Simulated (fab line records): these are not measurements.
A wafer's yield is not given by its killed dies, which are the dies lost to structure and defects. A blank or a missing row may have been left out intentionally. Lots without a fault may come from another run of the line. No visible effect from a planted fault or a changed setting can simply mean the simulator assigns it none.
fab line records ; flow sky130 ; part 1 of 2: steps 1 to 27 of 39
record lots=5; wafers=15; last-day=49
route steps=708 shown POLY_GATE@204 RES_PROTECT@206 LDD_N@237
lots that met no fault: from a run of the same line without faults
start-h: start of the lot's first displayed wafer, in hours after the record's first day ; wait-h: hours from the lot's prior step to this one ; " unchanged from the row above ; L1.1+2: several wafers, shown together as one row ; - no value, or no start was given ; * or withheld: withheld ; < > ~ a bound
route shown NAME@n: NAME is a module with steps in the file, n the number in the route of the first one ; usual: mean/standard deviation of fault-free wafers ; same: alike in all rows ; chamber/n: place in a boat ; sites: readings site by site ; _std_site: standard deviation across them ; _edge_site: mean of outer sites minus mean of inner sites ; radius-mm: for every site, how far away it sits from the centre of the wafer ; mask NAME#n: copy n ; behind: the most recent tool/chamber to have shaped the wafer ; hold: what put the lot on hold/how long, in hours/how the hold closed ; device: whichever transistor did not switch (one of n, p or np) ; end of line: at the end of the route, the tests of the same wafers ; where a step has no rows: the recipe by itself ; killed: dies lost to structure and defects at the first sort, not the wafer's yield ; map: per-die view of a wafer (x killed, . not killed, _ where there is no die)
set.NAME: setting as actually run; set.NAME@STEP: the setting as run at that earlier step ; model.NAME: the simulator's own value behind a step, which no gauge read
lots seen at some steps along the route; tables by step, rows by wafer
services: from which hour (start-h, from the record's first day; less than 0 if before it) a tool's chamber was out of use, for how many hours, and why
## steps
# step SKY_POLY_GATE_CVD_00
# recipe material=poly-Si; target-thk-nm=180; temp-c=620; time-s=720; pressure-mtorr=200
# usual spike-tc-bottom-C=640.9/1.7; spike-tc-centre-C=619.5/0.98; zone-power-lower-pct=9.2/0.83; zone-power-top-pct=20.5/1.4
lot.wafer;tool;chamber;start-h;wait-h;spike-tc-bottom-C;spike-tc-centre-C;zone-power-lower-pct;zone-power-top-pct
L074.3;lpcvd-01;0;311.94;0.0;644.4;621.8;8.5;21.9
L074.4;lpcvd-01;0;311.94;0.0;641.9;620.2;8.5;21.5
L074.6;lpcvd-01;0;311.94;0.0;640.6;621.2;8.5;21.6
L077.2;lpcvd-01;0;338.91;0.0;642.6;620.7;8.4;21.9
L077.3;lpcvd-01;0;338.91;0.0;643.3;619.2;8.4;21.8
L077.6;lpcvd-01;0;338.91;0.0;643.4;618.9;8.5;21.8
L079.1;lpcvd-01;0;355.36;0.0;641.8;620.4;8.5;21.3
L079.3;lpcvd-01;0;355.36;0.0;641.5;619.6;8.5;21.8
L079.6;lpcvd-01;0;355.36;0.0;642.2;619.5;8.6;21.8
L088.1;lpcvd-01;1;428.62;0.0;639.1;619.2;10.0;18.9
L088.4;lpcvd-01;1;428.62;0.0;638.5;620.2;10.1;18.8
L088.5;lpcvd-01;1;428.62;0.0;640.3;618.7;10.2;19.1
L089.1;lpcvd-01;0;440.89;0.0;641.8;618.5;8.5;21.8
L089.2;lpcvd-01;0;440.89;0.0;642.0;620.8;8.5;21.6
L089.6;lpcvd-01;0;440.89;0.0;643.1;621.4;8.8;21.8
# step SKY_POLY_GATE_THK_MEAS_01
# recipe reads=poly-Si_of_POLY_GATE_CVD_00
# usual POLY_GATE_CVD_00_THK=179.5/1.3
lot.wafer;tool;chamber;start-h;wait-h;POLY_GATE_CVD_00_THK[nm]
L074.3;film-metro-02;-;313.16;0.0;179.3
L074.4;film-metro-02;-;313.16;0.0;179.3
L074.6;film-metro-02;-;313.16;0.0;180.1
L077.2;film-metro-02;-;340.12;0.0;180.9
L077.3;film-metro-02;-;340.12;0.0;180.7
L077.6;film-metro-02;-;340.12;0.0;180.2
L079.1;film-metro-02;-;356.56;0.0;179.8
L079.3;film-metro-02;-;356.56;0.0;180.2
L079.6;film-metro-02;-;356.56;0.0;181.3
L088.1;film-metro-01;-;429.82;0.0;180.0
L088.4;film-metro-01;-;429.82;0.0;180.2
L088.5;film-metro-01;-;429.82;0.0;180.1
L089.1;film-metro-04;-;442.09;0.0;178.6
L089.2;film-metro-04;-;442.09;0.0;179.4
L089.6;film-metro-04;-;442.09;0.0;178.8
# step SKY_RES_PROTECT_DEHYDRATE_00
# recipe temp-c=200; time-s=60
lot.wafer;tool;chamber;start-h;wait-h
L074.3+4+6;litho-track-03;0;326.28;13.1
L077.2+3+6;litho-track-04;0;352.64;12.5
L079.1+3+6;litho-track-02;0;369.19;12.6
L088.1+4+5;litho-track-04;0;444.36;14.5
L089.1+2+6;litho-track-03;0;457.38;15.3
# step SKY_RES_PROTECT_HMDS_01
# recipe prime-time-s=60; prime-temp-c=120
lot.wafer;tool;chamber;start-h;wait-h
L074.3+4+6;litho-track-03;0;326.43;0.1
L077.2+3+6;litho-track-04;0;352.79;0.1
L079.1+3+6;litho-track-02;0;369.34;0.1
L088.1+4+5;litho-track-04;0;444.51;0.1
L089.1+2+6;litho-track-03;0;457.53;0.1
# step SKY_RES_PROTECT_COAT_02
# recipe resist=NOVOLAK; spin-rpm=3000; resist-thk-nm=1140
lot.wafer;tool;chamber;start-h;wait-h
L074.3+4+6;litho-track-03;0;326.58;0.1
L077.2+3+6;litho-track-04;0;352.94;0.1
L079.1+3+6;litho-track-02;0;369.49;0.1
L088.1+4+5;litho-track-04;0;444.66;0.1
L089.1+2+6;litho-track-03;0;457.68;0.1
# step SKY_RES_PROTECT_SOFTBAKE_03
# recipe temp-c=90; time-s=60; resist=NOVOLAK
lot.wafer;tool;chamber;start-h;wait-h
L074.3+4+6;litho-track-03;0;326.73;0.1
L077.2+3+6;litho-track-04;0;353.09;0.1
L079.1+3+6;litho-track-02;0;369.64;0.1
L088.1+4+5;litho-track-04;0;444.81;0.1
L089.1+2+6;litho-track-03;0;457.83;0.1
# step SKY_RES_PROTECT_EXPOSE_04
# recipe mask-id=RPM; na=0.6; source-shape=conventional; sigma-outer=0.6; polarization=unpolarized; target-cd-nm=1270; dose-mj=131
lot.wafer;tool;chamber;start-h;wait-h;mask
L074.3+4+6;iline-stepper-02;0;-;-;RPM#0
L077.2+3+6;iline-stepper-02;0;-;-;RPM#0
L079.1+3+6;iline-stepper-02;0;-;-;RPM#0
L088.1+4+5;iline-stepper-02;0;-;-;RPM#0
L089.1+2+6;iline-stepper-02;0;-;-;RPM#0
# step SKY_RES_PROTECT_PEB_05
# recipe temp-c=withheld; time-s=*; resist=NOVOLAK
lot.wafer;tool;chamber;start-h;wait-h
L074.3+4+6;litho-track-04;0;-;-
L077.2+3+6;litho-track-04;0;-;-
L079.1+3+6;litho-track-03;0;-;-
L088.1+4+5;litho-track-04;0;-;-
L089.1+2+6;litho-track-02;0;-;-
# step SKY_RES_PROTECT_DEVELOP_06
# recipe resist=NOVOLAK; developer=TMAH; develop-time-s=60; dev-temp-c=23
lot.wafer;tool;chamber;start-h;wait-h
L074.3+4+6;litho-track-04;0;340.01;0.1
L077.2+3+6;litho-track-04;0;367.34;0.1
L079.1+3+6;litho-track-03;0;384.08;0.1
L088.1+4+5;litho-track-04;0;460.21;0.1
L089.1+2+6;litho-track-02;0;472.59;0.1
# step SKY_POLY_GATE_IMPLANT_02
# recipe species=P; energy-kev=30; dose-cm2=7.7e+15; tilt-deg=0
# usual dose-ions-cm2=7.697e+15/7.4e+12; end-station-pressure-torr=1.2e-05/1.3e-06
lot.wafer;tool;chamber;start-h;wait-h;dose-ions-cm2;end-station-pressure-torr
L074.3;implanter-04;0;340.16;0.1;7.708e+15;1.21e-05
L074.4;implanter-04;0;340.16;0.1;7.71e+15;1.18e-05
L074.6;implanter-04;0;340.16;0.1;7.698e+15;1.12e-05
L077.2;implanter-03;0;367.49;0.1;7.699e+15;1.3e-05
L077.3;implanter-03;0;367.49;0.1;7.682e+15;1.13e-05
L077.6;implanter-03;0;367.49;0.1;7.696e+15;1.3e-05
L079.1;implanter-01;0;384.23;0.1;7.691e+15;1.1e-05
L079.3;implanter-01;0;384.23;0.1;7.692e+15;1e-05
L079.6;implanter-01;0;384.23;0.1;7.686e+15;9.9e-06
L088.1;implanter-01;0;460.36;0.1;7.712e+15;1.03e-05
L088.4;implanter-01;0;460.36;0.1;7.707e+15;9.3e-06
L088.5;implanter-01;0;460.36;0.1;7.715e+15;9.8e-06
L089.1;implanter-03;0;472.74;0.1;7.696e+15;1.23e-05
L089.2;implanter-03;0;472.74;0.1;7.697e+15;1.22e-05
L089.6;implanter-03;0;472.74;0.1;7.704e+15;1.26e-05
# step SKY_RES_PROTECT_STRIP_07
# recipe chemistry=O2/N2; power-w=1400; pressure-mtorr=1500; platen-temp-c=withheld; o2-flow-sccm=3000; n2-flow-sccm=300; overash-fraction=0.5
# usual chamber-pressure-mTorr=1499.8/1.5; drypump-motor-current-A=5.58/0.21; oes-product-au=0.517/0.0046; strip-time-to-endpoint-s=23.31/0.051
lot.wafer;tool;chamber;start-h;wait-h;chamber-pressure-mTorr;drypump-motor-current-A;oes-product-au;rf-hours-counter-h;strip-time-to-endpoint-s
L074.3;plasma-asher-02;0;340.29;0.1;1498.9;5.71;0.520;-;23.29
L074.4;plasma-asher-02;1;340.29;0.1;1500.1;5.43;0.512;-;23.24
L074.6;plasma-asher-02;0;340.29;0.1;1498.4;5.69;0.513;-;23.20
L077.2;plasma-asher-02;1;367.61;0.1;1502.9;5.50;0.525;55;23.36
L077.3;plasma-asher-02;1;367.61;0.1;1502.0;5.46;0.511;-;23.32
L077.6;plasma-asher-02;0;367.61;0.1;1498.3;5.70;0.517;-;23.36
L079.1;plasma-asher-01;0;384.38;0.1;1500.6;5.81;0.515;27;23.37
L079.3;plasma-asher-01;1;384.38;0.1;1498.4;5.52;0.513;-;23.30
L079.6;plasma-asher-01;0;384.38;0.1;1496.0;5.82;0.512;-;23.32
L088.1;plasma-asher-01;1;460.51;0.1;1498.1;5.52;0.517;35;23.33
L088.4;plasma-asher-01;0;460.51;0.1;1498.1;5.81;0.519;-;23.29
L088.5;plasma-asher-01;0;460.51;0.1;1499.9;5.81;0.510;-;23.30
L089.1;plasma-asher-04;1;472.89;0.1;1498.9;5.72;0.512;78;23.26
L089.2;plasma-asher-04;0;472.89;0.1;1498.9;5.13;0.522;78;23.32
L089.6;plasma-asher-04;1;472.89;0.1;1497.2;5.71;0.525;-;23.25
# step SKY_RES_PROTECT_TW_MEAS_08
# usual POLY_GATE_TW=4048/68
lot.wafer;tool;chamber;start-h;wait-h;POLY_GATE_TW
L074.3;film-metro-03;-;340.38;0.1;4058
L074.4;film-metro-03;-;340.38;0.1;4029
L074.6;film-metro-03;-;340.38;0.1;4079
L077.2;film-metro-03;-;367.72;0.1;4054
L077.3;film-metro-03;-;367.72;0.1;4026
L077.6;film-metro-03;-;367.72;0.1;4027
L079.1;film-metro-01;-;384.48;0.1;4093
L079.3;film-metro-01;-;384.48;0.1;4127
L079.6;film-metro-01;-;384.48;0.1;4088
L088.1;film-metro-03;-;460.61;0.1;4065
L088.4;film-metro-03;-;460.61;0.1;4053
L088.5;film-metro-03;-;460.61;0.1;4072
L089.1;film-metro-04;-;472.99;0.1;3966
L089.2;film-metro-04;-;472.99;0.1;3972
L089.6;film-metro-04;-;472.99;0.1;4001
# step SKY_RES_PROTECT_CLEAN_09
# recipe chemistry=SC1/SC2; mix=1:4:20; temp-c=70; time-s=150; dry=n2-spin
lot.wafer;tool;chamber;start-h;wait-h
L074.3+4+6;wet-bench-01;1;340.42;0.0
L077.2+3+6;wet-bench-01;0;367.77;0.0
L079.1+3+6;wet-bench-03;3;384.54;0.1
L088.1+4+5;wet-bench-02;3;460.67;0.1
L089.1+2+6;wet-bench-02;3;473.05;0.1
# step SKY_POLY_GATE_CVD_03
# recipe material=Si3N4; precursor=DCS/NH3; target-thk-nm=75; temp-c=770; time-s=1290; pressure-mtorr=250
# usual spike-tc-bottom-C=785/4.7; spike-tc-centre-C=769.9/1.3; zone-power-lower-pct=13.4/0.54; zone-power-top-pct=25.9/0.32
lot.wafer;tool;chamber;start-h;wait-h;spike-tc-bottom-C;spike-tc-centre-C;zone-power-lower-pct;zone-power-top-pct
L074.3;lpcvd-02;1;341.17;0.6;782;771.1;13.9;26.3
L074.4;lpcvd-02;1;341.17;0.6;783;770.5;13.8;25.9
L074.6;lpcvd-02;1;341.17;0.6;781;769.1;14.0;25.4
L077.2;lpcvd-02;0;369.62;1.8;792;770.5;12.7;26.0
L077.3;lpcvd-02;0;369.62;1.8;793;769.6;12.7;25.9
L077.6;lpcvd-02;0;369.62;1.8;791;766.9;12.9;26.2
L079.1;lpcvd-02;0;389.40;4.8;791;769.3;12.6;26.4
L079.3;lpcvd-02;0;389.40;4.8;792;768.4;12.5;26.0
L079.6;lpcvd-02;0;389.40;4.8;791;771.5;12.5;26.0
L088.1;lpcvd-02;1;460.72;0.0;781;769.6;13.7;25.5
L088.4;lpcvd-02;1;460.72;0.0;781;769.8;13.8;25.6
L088.5;lpcvd-02;1;460.72;0.0;784;771.0;13.9;25.7
L089.1;lpcvd-02;1;473.47;0.4;781;773.2;13.7;25.4
L089.2;lpcvd-02;1;473.47;0.4;780;769.1;14.0;25.4
L089.6;lpcvd-02;1;473.47;0.4;781;771.0;13.8;26.0
# step SKY_POLY_GATE_THK_MEAS_04
# recipe reads=Si3N4_of_POLY_GATE_CVD_03
# usual POLY_GATE_CVD_03_THK=74.9/0.75
lot.wafer;tool;chamber;start-h;wait-h;POLY_GATE_CVD_03_THK[nm]
L074.3;film-metro-01;-;342.54;0.0;74.6
L074.4;film-metro-01;-;342.54;0.0;74.2
L074.6;film-metro-01;-;342.54;0.0;73.3
L077.2;film-metro-04;-;371.67;0.0;75.6
L077.3;film-metro-04;-;371.67;0.0;75.4
L077.6;film-metro-04;-;371.67;0.0;75.2
L079.1;film-metro-01;-;391.44;0.0;74.7
L079.3;film-metro-01;-;391.44;0.0;74.8
L079.6;film-metro-01;-;391.44;0.0;75.4
L088.1;film-metro-02;-;462.08;0.0;75.0
L088.4;film-metro-02;-;462.08;0.0;75.0
L088.5;film-metro-02;-;462.08;0.0;75.8
L089.1;film-metro-01;-;475.51;0.0;76.5
L089.2;film-metro-01;-;475.51;0.0;76.9
L089.6;film-metro-01;-;475.51;0.0;76.2
# step SKY_POLY_GATE_DEHYDRATE_05
# recipe temp-c=200; time-s=60
lot.wafer;tool;chamber;start-h;wait-h
L074.3+4+6;litho-track-03;0;354.88;12.3
L077.2+3+6;litho-track-04;0;386.04;14.4
L079.1+3+6;litho-track-01;0;404.55;13.1
L088.1+4+5;litho-track-03;0;476.58;14.5
L089.1+2+6;litho-track-04;0;490.11;14.6
# step SKY_POLY_GATE_HMDS_06
# recipe prime-time-s=60; prime-temp-c=120
lot.wafer;tool;chamber;start-h;wait-h
L074.3+4+6;litho-track-03;0;355.03;0.1
L077.2+3+6;litho-track-04;0;386.19;0.1
L079.1+3+6;litho-track-01;0;404.70;0.1
L088.1+4+5;litho-track-03;0;476.73;0.1
L089.1+2+6;litho-track-04;0;490.26;0.1
# step SKY_POLY_GATE_COAT_07
# recipe resist=BARC; temp-c=withheld; time-s=withheld; spin-rpm=3000; resist-thk-nm=110
lot.wafer;tool;chamber;start-h;wait-h
L074.3+4+6;litho-track-03;0;355.18;0.1
L077.2+3+6;litho-track-04;0;386.34;0.1
L079.1+3+6;litho-track-01;0;404.85;0.1
L088.1+4+5;litho-track-03;0;476.88;0.1
L089.1+2+6;litho-track-04;0;490.41;0.1
# step SKY_POLY_GATE_COAT_08
# recipe resist=KrF-thick; spin-rpm=3000; resist-thk-nm=450
lot.wafer;tool;chamber;start-h;wait-h
L074.3+4+6;litho-track-03;0;-;-
L077.2+3+6;litho-track-04;0;-;-
L079.1+3+6;litho-track-01;0;-;-
L088.1+4+5;litho-track-03;0;-;-
L089.1+2+6;litho-track-04;0;-;-
# step SKY_POLY_GATE_SOFTBAKE_09
# recipe temp-c=100; time-s=90; resist=KrF-thick
lot.wafer;tool;chamber;start-h;wait-h
L074.3+4+6;litho-track-03;0;-;-
L077.2+3+6;litho-track-04;0;-;-
L079.1+3+6;litho-track-01;0;-;-
L088.1+4+5;litho-track-03;0;-;-
L089.1+2+6;litho-track-04;0;-;-
# step SKY_POLY_GATE_EXPOSE_10
# recipe mask-id=P1M; na=0.68; source-shape=conventional; sigma-outer=0.6; target-cd-nm=150; dose-mj=28
lot.wafer;tool;chamber;start-h;wait-h;mask
L074.3+4+6;krf-scanner-02;0;-;-;P1M#0
L077.2+3+6;krf-scanner-02;0;-;-;P1M#0
L079.1+3+6;krf-scanner-02;0;-;-;P1M#0
L088.1+4+5;krf-scanner-01;0;-;-;P1M#0
L089.1+2+6;krf-scanner-02;0;-;-;P1M#0
# step SKY_POLY_GATE_PEB_11
# recipe peb-temp-c=withheld; peb-time-s=withheld; resist=KrF-thick
lot.wafer;tool;chamber;start-h;wait-h
L074.3+4+6;litho-track-04;0;-;-
L077.2+3+6;litho-track-04;0;-;-
L079.1+3+6;litho-track-04;0;-;-
L088.1+4+5;litho-track-03;0;-;-
L089.1+2+6;litho-track-01;0;-;-
# step SKY_POLY_GATE_DEVELOP_12
# recipe develop-time-s=60; resist=KrF-thick; dev-temp-c=21
lot.wafer;tool;chamber;start-h;wait-h
L074.3+4+6;litho-track-04;0;-;-
L077.2+3+6;litho-track-04;0;-;-
L079.1+3+6;litho-track-04;0;-;-
L088.1+4+5;litho-track-03;0;-;-
L089.1+2+6;litho-track-01;0;-;-
# step SKY_POLY_GATE_CD_MEAS_13
# recipe target-cd-nm=150
# usual cd-nm=150.1/1.5
lot.wafer;tool;chamber;start-h;wait-h;cd-nm
L074.3;cd-sem-02;-;369.05;-;149.9
L074.4;cd-sem-02;-;369.05;-;148.7
L074.6;cd-sem-02;-;369.05;-;149.4
L077.2;cd-sem-01;-;400.63;-;150.4
L077.3;cd-sem-01;-;400.63;-;151.2
L077.6;cd-sem-01;-;400.63;-;152.2
L079.1;cd-sem-02;-;420.81;-;151.0
L079.3;cd-sem-02;-;420.81;-;151.3
L079.6;cd-sem-02;-;420.81;-;150.8
L088.1;cd-sem-01;-;492.08;-;149.1
L088.4;cd-sem-01;-;492.08;-;148.2
L088.5;cd-sem-01;-;492.08;-;148.2
L089.1;cd-sem-01;-;505.20;-;150.4
L089.2;cd-sem-01;-;505.20;-;149.3
L089.6;cd-sem-01;-;505.20;-;150.0
# step SKY_POLY_GATE_OVL_MEAS_14
# usual POLY_GATE_OVL=-1/5.4
lot.wafer;tool;chamber;start-h;wait-h;POLY_GATE_OVL[nm]
L074.3;overlay-02;-;369.14;0.1;-10
L074.4;overlay-02;-;369.14;0.1;-1
L074.6;overlay-02;-;369.14;0.1;-5
L077.2;overlay-02;-;400.74;0.1;-2
L077.3;overlay-02;-;400.74;0.1;-6
L077.6;overlay-02;-;400.74;0.1;2
L079.1;overlay-02;-;420.93;0.1;-13
L079.3;overlay-02;-;420.93;0.1;-15
L079.6;overlay-02;-;420.93;0.1;-7
L088.1;overlay-01;-;492.20;0.1;7
L088.4;overlay-01;-;492.20;0.1;0
L088.5;overlay-01;-;492.20;0.1;1
L089.1;overlay-02;-;505.32;0.1;1
L089.2;overlay-02;-;505.32;0.1;2
L089.6;overlay-02;-;505.32;0.1;-2
# step SKY_POLY_GATE_ETCH_15
# recipe chemistry=N2/H2; target=BARC; ion-energy-ev=200; source-w=500; bias-w=100; pressure-mtorr=30; n2-flow-sccm=100; h2-flow-sccm=200; stop-on=SiO2; time-s=118.5; target-depth-a=1100
# usual chamber-pressure-mTorr=29.999/0.026; drypump-motor-current-A=5.79/0.27; oes-product-au=0.717/0.0047; rf-fwd-power-W=497.4/1.7; throttle-valve-pct=13.213/0.0095
lot.wafer;tool;chamber;start-h;wait-h;chamber-pressure-mTorr;drypump-motor-current-A;oes-product-au;rf-fwd-power-W;rf-hours-counter-h;throttle-valve-pct
L074.3;rie-diel-03;3;369.17;0.0;29.972;5.76;0.718;498.4;88;13.220
L074.4;rie-diel-03;2;369.17;0.0;30.017;5.33;0.714;498.4;-;13.211
L074.6;rie-diel-03;1;369.17;0.0;30.012;5.56;0.711;493.8;-;13.220
L077.2;rie-diel-02;2;400.77;0.0;30.001;6.20;0.715;498.8;3;13.221
L077.3;rie-diel-02;0;400.77;0.0;30.001;5.45;0.720;496.6;101;13.211
L077.6;rie-diel-02;0;400.77;0.0;30.023;5.47;0.712;496.7;-;13.220
L079.1;rie-diel-02;2;420.97;0.0;29.988;6.16;0.722;495.3;3;13.212
L079.3;rie-diel-02;0;420.97;0.0;29.979;5.48;0.714;498.1;102;13.218
L079.6;rie-diel-02;2;420.97;0.0;30.004;6.17;0.715;497.6;-;13.197
L088.1;rie-diel-03;0;492.24;0.0;29.996;6.03;0.713;497.7;2;13.226
L088.4;rie-diel-03;2;492.24;0.0;30.060;5.35;0.715;499.4;13;13.218
L088.5;rie-diel-03;3;492.24;0.0;30.017;5.75;0.725;495.3;-;13.208
L089.1;rie-diel-03;2;505.35;0.0;30.021;5.34;0.723;496.5;13;13.209
L089.2;rie-diel-03;3;505.35;0.0;30.018;5.77;0.709;499.0;91;13.209
L089.6;rie-diel-03;0;505.35;0.0;29.963;6.00;0.706;500.0;-;13.204
# step SKY_POLY_GATE_ETCH_16
# recipe stop-on=poly-Si; chemistry=CH3F/O2; target=Si3N4; source-w=400; bias-w=80; pressure-mtorr=25; ch3f-flow-sccm=40; O2_flow_sccm=30; time-s=147.5; target-depth-a=750
# usual O2_flow_sccm=30.01/0.094; chamber-pressure-mTorr=25.000/0.022; drypump-motor-current-A=5.78/0.27; oes-product-au=0.640/0.0056; rf-fwd-power-W=398.4/1.3; throttle-valve-pct=10.535/0.0085
lot.wafer;tool;chamber;start-h;wait-h;O2_flow_sccm;chamber-pressure-mTorr;drypump-motor-current-A;oes-product-au;rf-fwd-power-W;rf-hours-counter-h;throttle-valve-pct
L074.3;rie-diel-03;3;369.25;0.0;29.94;25.038;5.74;0.644;400.5;88;10.523
L074.4;rie-diel-03;2;369.25;0.0;30.01;24.985;5.34;0.636;397.6;-;10.535
L074.6;rie-diel-03;1;369.25;0.0;29.83;25.019;5.55;0.634;395.3;-;10.539
L077.2;rie-diel-02;2;400.85;0.0;29.92;25.004;6.16;0.640;399.1;3;10.538
L077.3;rie-diel-02;0;400.85;0.0;29.94;25.019;5.46;0.634;398.9;101;10.542
L077.6;rie-diel-02;0;400.85;0.0;30.03;25.028;5.45;0.635;399.2;-;10.538
L079.1;rie-diel-02;2;421.05;0.0;30.02;25.004;6.17;0.636;398.3;3;10.538
L079.3;rie-diel-02;0;421.05;0.0;30.03;24.993;5.47;0.643;399.0;102;10.529
L079.6;rie-diel-02;2;421.05;0.0;29.98;24.974;6.16;0.638;399.0;-;10.525
L088.1;rie-diel-03;0;492.32;0.0;30.17;24.986;5.96;0.643;399.6;2;10.543
L088.4;rie-diel-03;2;492.32;0.0;29.95;25.038;5.32;0.643;398.4;13;10.541
L088.5;rie-diel-03;3;492.32;0.0;29.93;25.009;5.74;0.634;397.4;-;10.544
L089.1;rie-diel-03;2;505.43;0.0;30.07;25.039;5.37;0.645;399.7;13;10.542
L089.2;rie-diel-03;3;505.43;0.0;30.02;25.004;5.75;0.646;396.3;91;10.523
L089.6;rie-diel-03;0;505.43;0.0;29.91;25.025;5.96;0.647;399.2;-;10.532
